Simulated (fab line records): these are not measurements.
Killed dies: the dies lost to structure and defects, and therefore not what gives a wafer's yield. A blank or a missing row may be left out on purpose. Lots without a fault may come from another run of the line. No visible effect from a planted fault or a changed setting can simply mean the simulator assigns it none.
Chamber matching | flow gf180mcu | GF_STI_ETCH_14 on rie_si-02 has 4 sister chambers
The step etches Si in HBr/Cl2/O2, target depth 360 nm, time 102.9 s. 4 wafers are shown with their chamber, then 7 later ones without.

## WAFERS PAIRED WITH THEIR CHAMBERS
wafer  | chamber | drypump_motor_current_A (A)
L321.2 | 1       | 5.6
L325.1 | 2       | 4.6
L328.1 | 0       | 6.7
L328.4 | 3       | 6.1

## WAFERS WITHOUT THEIR CHAMBER
wafer  | drypump_motor_current_A (A)
L328.5 | 6.1
L329.4 | 6.7
L329.5 | 6.7
L329.6 | 5.6
L330.1 | 6.7
L330.4 | 6.0
L330.5 | 5.6

## WHICH CHAMBER EACH ONE RAN IN
wafer  | from the rows above | in truth
L328.5 | 3                   | 3
L329.4 | 0                   | 0
L329.5 | 0                   | 0
L329.6 | 1                   | 1
L330.1 | 0                   | 0
L330.4 | 3                   | 3
L330.5 | 1                   | 1
Placed correctly: 7 of 7. From these rows, 0 cannot be placed. Number placed wrongly: 0.
How it was worked out, from the rows above alone: a wafer's distance from a chamber is the root of the sum, over the readings, of the square of ((its reading less the chamber's mean) divided by the reading's scatter). The wafer belongs to the nearest chamber; if the next one is less than 2 further off, it can't be placed. The mean given for a chamber averages the wafers shown for that chamber. The scatter (one wafer shown for each chamber): square how far every hidden wafer sits from the nearest shown wafer, average those squares and take the square root.
